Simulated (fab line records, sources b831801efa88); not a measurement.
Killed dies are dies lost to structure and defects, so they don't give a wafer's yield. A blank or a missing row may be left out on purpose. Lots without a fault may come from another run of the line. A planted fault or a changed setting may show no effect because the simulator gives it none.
Which tool did it? | flow sky130 | 12 lots, 36 wafers sampled, at 4 steps of a route of 708

WHAT THE GAUGES READ, wafer by wafer
SKY_VIA2_THK_MEAS_01. Usual: VIA2_HDPCVD_THK 1181 nm, standard deviation 14.
lot  | measured     | on            | VIA2_HDPCVD_THK (nm) | flag
L238 | day 34 11:55 | film_metro-01 | 1173 1175 1165       |
L240 | day 35 17:31 | film_metro-02 | 1184 1213 1206       |
L243 | day 36 20:53 | film_metro-03 | 1146 1158 1170       |
L245 | day 37 14:10 | film_metro-01 | 1180 1174 1177       |
L248 | day 38 23:32 | film_metro-03 | 1183 1180 1172       |
L252 | day 39 13:16 | film_metro-01 | 1195 1179 1201       |
L253 | day 39 22:58 | film_metro-03 | 1186 1191 1182       |
L256 | day 40 23:53 | film_metro-03 | 1179 1209 1214       |
L257 | day 41 00:59 | film_metro-03 | 1188 1201 1173       |
L258 | day 41 05:20 | film_metro-02 | 1172 1174 1169       |
L259 | day 41 12:36 | film_metro-02 | 1177 1184 1185       |
L260 | day 41 20:47 | film_metro-01 | 1169 1192 1184       |

SKY_CAPM_RS_MEAS_03: measures by four-point-probe. Usual: CAPM_TIN_RS 6.92 ohm/sq, standard deviation 0.089.
lot  | measured     | on            | CAPM_TIN_RS (ohm/sq) | flag
L238 | day 35 18:12 | film_metro-04 | 6.90 6.90 6.96       |
L240 | day 36 22:47 | film_metro-02 | 6.79 6.88 6.84       |
L243 | day 38 02:07 | film_metro-02 | 6.87 6.78 6.78       |
L245 | day 38 21:14 | film_metro-04 | 6.83 6.89 6.93       |
L248 | day 40 02:44 | film_metro-04 | 6.85 6.90 6.95       |
L252 | day 40 16:47 | film_metro-04 | 7.12 6.99 7.09       |
L253 | day 41 01:22 | film_metro-04 | 7.12 7.02 7.09       |
L256 | day 42 02:15 | film_metro-01 | 6.99 6.94 7.04       |
L257 | day 42 03:35 | film_metro-04 | 7.03 6.99 7.07       |
L258 | day 42 07:35 | film_metro-02 | 6.99 7.01 6.86       |
L259 | day 42 14:41 | film_metro-02 | 6.88 6.88 6.97       |
L260 | day 42 22:16 | film_metro-01 | 7.02 7.16 7.01       |

WHICH TOOL RAN EACH LOT (tool, then ch and the chambers of the sampled wafers, then the start)
lot  | SKY_VIA2_ETCH_14                   | SKY_CAPM_SPUTTER_02
L238 | rie_diel-02 ch 0,1, day 35 16:08   | pvd_sputter-03, day 35 18:05
L240 | rie_diel-03 ch 0,2,3, day 36 21:04 | pvd_sputter-03, day 36 22:40
L243 | rie_diel-02 ch 2,3, day 38 00:23   | pvd_sputter-01, day 38 02:01
L245 | rie_diel-02 ch 0,1, day 38 16:44   | pvd_sputter-03, day 38 21:08
L248 | rie_diel-03 ch 0,1,2, day 40 00:59 | pvd_sputter-03, day 40 02:38
L252 | rie_diel-02 ch 0,1,3, day 40 15:02 | pvd_sputter-03, day 40 16:40
L253 | rie_diel-04 ch 0,1,3, day 40 23:38 | pvd_sputter-03, day 41 01:16
L256 | rie_diel-02 ch 0,1, day 42 00:32   | pvd_sputter-01, day 42 02:08
L257 | rie_diel-03 ch 0,2,3, day 42 01:53 | pvd_sputter-01, day 42 03:29
L258 | rie_diel-03 ch 1,2,3, day 42 05:53 | pvd_sputter-04, day 42 07:29
L259 | rie_diel-02 ch 0,1,3, day 42 12:56 | pvd_sputter-04, day 42 14:34
L260 | rie_diel-02 ch 1,3, day 42 20:32   | pvd_sputter-04, day 42 22:10
- SKY_VIA2_ETCH_14: etches BARC in N2/H2, stops on SiO2, time 45.9 s, target depth 60 nm.
- SKY_CAPM_SPUTTER_02: material TiN, target thk 200 nm, time 166.7 s.

WHAT THE TOOLS THEMSELVES READ (means of the sampled wafers that have a number; where no wafer has one, the mark that the record gives instead)
SKY_VIA2_ETCH_14. Usual: drypump_motor_current_A 5.7 A, standard deviation 0.36; oes_product_au 0.854 a.u., standard deviation 0.0046; rf_fwd_power_W 494.0 W, standard deviation 2.3; throttle_valve_pct 13.225 %, standard deviation 0.0095.
lot  | tool        | drypump_motor_current_A (A) | oes_product_au (a.u.) | rf_fwd_power_W (W) | throttle_valve_pct (%) | flag
L238 | rie_diel-02 | 5.8                         | 0.849                 | 493.1              | 13.227                 |
L240 | rie_diel-03 | 5.7                         | 0.853                 | 493.1              | 13.226                 |
L243 | rie_diel-02 | 5.9                         | 0.853                 | 494.7              | 13.219                 |
L245 | rie_diel-02 | 5.7                         | 0.857                 | 494.3              | 13.223                 |
L248 | rie_diel-03 | 5.7                         | 0.859                 | 494.3              | 13.226                 |
L252 | rie_diel-02 | 5.6                         | 0.855                 | 494.8              | 13.219                 |
L253 | rie_diel-04 | 5.5                         | 0.853                 | 494.8              | 13.229                 |
L256 | rie_diel-02 | 5.8                         | 0.850                 | 494.7              | 13.225                 |
L257 | rie_diel-03 | 5.7                         | 0.853                 | 493.7              | 13.229                 |
L258 | rie_diel-03 | 5.8                         | 0.848                 | 495.2              | 13.218                 |
L259 | rie_diel-02 | 5.6                         | 0.855                 | 494.6              | 13.223                 |
L260 | rie_diel-02 | 5.6                         | 0.854                 | 492.2              | 13.217                 |

SKY_CAPM_SPUTTER_02. Usual: cathode_dc_power_W 6499.9 W, standard deviation 1.1; throttle_valve_pct 29.7 %, standard deviation 1.5.
lot  | tool           | cathode_dc_power_W (W) | throttle_valve_pct (%) | flag
L238 | pvd_sputter-03 | 6500.4                 | 30.0                   |
L240 | pvd_sputter-03 | 6500.2                 | 29.1                   |
L243 | pvd_sputter-01 | 6500.3                 | 29.5                   |
L245 | pvd_sputter-03 | 6500.0                 | 30.4                   |
L248 | pvd_sputter-03 | 6499.6                 | 29.3                   |
L252 | pvd_sputter-03 | 6360.3                 | 30.1                   | OFF
L253 | pvd_sputter-03 | 6360.1                 | 30.3                   | OFF
L256 | pvd_sputter-01 | 6499.0                 | 30.2                   |
L257 | pvd_sputter-01 | 6499.8                 | 29.9                   |
L258 | pvd_sputter-04 | 6500.5                 | 29.5                   |
L259 | pvd_sputter-04 | 6501.0                 | 29.6                   |
L260 | pvd_sputter-04 | 6500.7                 | 29.6                   |

THE ANSWER, worked out from the rows above alone
Rule: a lot is off if the mean of its wafers that have a number lies more than 3 standard deviations from the usual mean. A lot without any number at a reading at which 4 lots or more have one is off too. The other lots that the step has rows for count as sound. The gauges are gone through in route order, then the tools' own readings, and for those a lot's mean is taken as printed above. The first step at which some lot is off is used, and at that step the reading that is off furthest; a lot without a number counts as furthest.
Off: L252, L253, at SKY_CAPM_SPUTTER_02 (cathode_dc_power_W).
A tool fits if, at that step or a process step before it, it ran every lot that is off, and no sound lot after the first of them. One fits: pvd_sputter-03 at SKY_CAPM_SPUTTER_02. Its last sound lot is L248 (day 40 02:38), its first lot that is off L252 (day 40 16:40): a fault that began between those two fits.
The tool's own readings at SKY_CAPM_SPUTTER_02 bear it out: on the lots that are off they differ by more than 5 times the standard deviation of the sound lots' means. cathode_dc_power_W reads 6360.2 W there against 6500.1 W on the sound lots.

WHAT THE SIMULATOR HAD PUT IN
Process parameter drift: pvd_sputter-03, from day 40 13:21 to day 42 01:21, at SKY_CAPM_SPUTTER_02. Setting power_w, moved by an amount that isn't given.
Lots struck among those shown: L252, L253. The rule above found the same.
